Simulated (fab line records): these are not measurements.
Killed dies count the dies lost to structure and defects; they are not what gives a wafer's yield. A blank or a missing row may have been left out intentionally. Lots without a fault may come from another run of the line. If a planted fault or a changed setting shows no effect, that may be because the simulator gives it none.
Chamber matching    flow sky130    SKY_POLY_GATE_ETCH_17 on rie si-02 has 4 sister chambers
The step etches poly-Si in HBr/Cl2, stops on SiO2, target depth 180 nm, time 70.5 s. 4 wafers are shown with their chamber, then 7 later ones without.

## WAFERS, EACH WITH ITS CHAMBER
wafer   chamber  drypump motor current A (A)
L171.1  2        5.1
L171.6  3        5.3
L179.1  0        5.7
L179.4  1        5.0

## WAFERS WITH NO CHAMBER GIVEN
wafer   drypump motor current A (A)
L179.5  5.7
L181.1  5.8
L181.3  5.0
L181.5  5.8
L182.1  4.9
L182.2  5.3
L182.3  5.8

## WHICH CHAMBER EACH WENT THROUGH
wafer   from the rows above      in truth
L179.5  0                        0
L181.1  0                        0
L181.3  can't be placed: 1 or 2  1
L181.5  0                        0
L182.1  can't be placed: 1 or 2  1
L182.2  3                        3
L182.3  0                        0
Correctly placed: 5 of 7. From these rows, 2 cannot be placed; in 2 the true chamber is one of the candidates. Number placed wrongly: 0.
How it was worked out, from the rows above alone: a wafer's distance from a chamber is the root of the sum, over the readings, of the square of ((its reading less the chamber's mean) divided by the reading's scatter). The wafer belongs to the nearest chamber; if the next one is less than 2 further off, it can't be placed. For every chamber, the mean is computed from those of its wafers that are shown. The scatter: with one shown wafer a chamber, the root of the mean of the squares of how far each hidden wafer lies from its nearest shown one.
